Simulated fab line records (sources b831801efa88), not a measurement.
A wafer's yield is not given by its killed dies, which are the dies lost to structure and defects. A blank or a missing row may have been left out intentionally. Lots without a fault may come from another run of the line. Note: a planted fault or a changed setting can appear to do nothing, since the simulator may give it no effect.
Chamber matching ; flow sky130 ; rie_diel-03 running SKY_PASSIVATION_ETCH_11: 4 sister chambers
The step etches the open film in CF4/O2, stops on AlCu, target depth 725 nm, time 161.1 s. 4 wafers are shown with their chamber, then 6 later ones without.

WAFERS, EACH WITH ITS CHAMBER
wafer;chamber;drypump_motor_current_A (A)
L190.5;1;6.3
L190.6;2;5.4
L192.2;0;5.4
L192.4;3;5.5

WAFERS WHOSE CHAMBER IS MISSING
wafer;drypump_motor_current_A (A)
L192.5;6.3
L194.2;5.4
L194.4;5.4
L194.5;6.3
L195.4;5.4
L195.5;5.6

EACH ONE'S CHAMBER
wafer;from the rows above;in truth
L192.5;1;1
L194.2;can't be placed: 0 or 2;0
L194.4;can't be placed: 0 or 2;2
L194.5;1;1
L195.4;can't be placed: 0 or 2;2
L195.5;3;3
Correctly placed: 3 of 6. Not placeable from these rows: 3 (in 3, the candidates include the true chamber). Placed wrongly: 0.
How it was worked out, from the rows above alone: a wafer's distance from a chamber is the root of the sum, over the readings, of the square of ((its reading less the chamber's mean) divided by the reading's scatter). The wafer belongs to the nearest chamber; if the next one is less than 2 further off, it can't be placed. The mean given for a chamber averages the wafers shown for that chamber. The scatter: root of mean squared gap, hidden wafer to nearest shown wafer, with one shown wafer a chamber.
